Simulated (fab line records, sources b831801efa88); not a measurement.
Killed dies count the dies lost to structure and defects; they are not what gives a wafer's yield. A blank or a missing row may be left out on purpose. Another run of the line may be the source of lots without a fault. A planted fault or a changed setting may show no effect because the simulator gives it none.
The same fault as seen by 2 desks | flow sfqLine | each desk holds nothing but its own numbers, with what lay behind them at the end

AT THE METROLOGY DESK
Means of the sampled wafers that have a number, per lot and without regard to the tool the lot ran on: this is what the gauges read. Marked OUT: a lot whose mean sits more than 4 standard deviations from the usual mean, which makes it out of limits; the brackets give that distance.
Columns: A = I3_BOW at SFQ_I3_BOW_MEAS_922, usual 2 um; B = I3_OVL at SFQ_I3_OVL_MEAS_923, usual -4 nm
lot  | first seen here | A   | B
L114 | day 29 07:25    | -8  | -6
L115 | day 29 14:46    | -6  | 4
L119 | day 30 16:26    | -4  | -14
L124 | day 32 19:24    | -15 | -4
L131 | day 35 15:56    | 10  | -5
L134 | day 36 02:20    | 3   | 2
This desk found nothing out of limits on any of the 6 lots.

DESK OF THE TOOL OWNER: rieDiel-03
The tool's own readings at SFQ_TRILAYER_I3_VIA_BARC_OPEN_VIA_ETCH_121 (etches BARC in O2, target depth 125 nm, time 41.7 s): means of the sampled wafers that have a number, for each lot that ran on this tool. Marked OUT: a lot whose mean sits more than 4 standard deviations from the usual mean, which makes it out of limits; the brackets give that distance.
Columns: A = drypumpMotorCurrentA at SFQ_TRILAYER_I3_VIA_BARC_OPEN_VIA_ETCH_121, usual 5.84 A; B = oesProductAu at SFQ_TRILAYER_I3_VIA_BARC_OPEN_VIA_ETCH_121, usual 0.685 a.u.
lot  | first seen here | A    | B
L115 | day 32 14:56    | 6.00 | 0.686
L119 | day 33 10:08    | 5.67 | 0.677
L124 | day 34 23:08    | 6.03 | 0.689
This desk found nothing out of limits on any of the 3 lots.

BROUGHT TOGETHER
Metrology desk: nothing out of limits seen.
Nothing out of limits was seen by the tool owner's desk.

WHAT WAS PUT IN BY THE SIMULATOR
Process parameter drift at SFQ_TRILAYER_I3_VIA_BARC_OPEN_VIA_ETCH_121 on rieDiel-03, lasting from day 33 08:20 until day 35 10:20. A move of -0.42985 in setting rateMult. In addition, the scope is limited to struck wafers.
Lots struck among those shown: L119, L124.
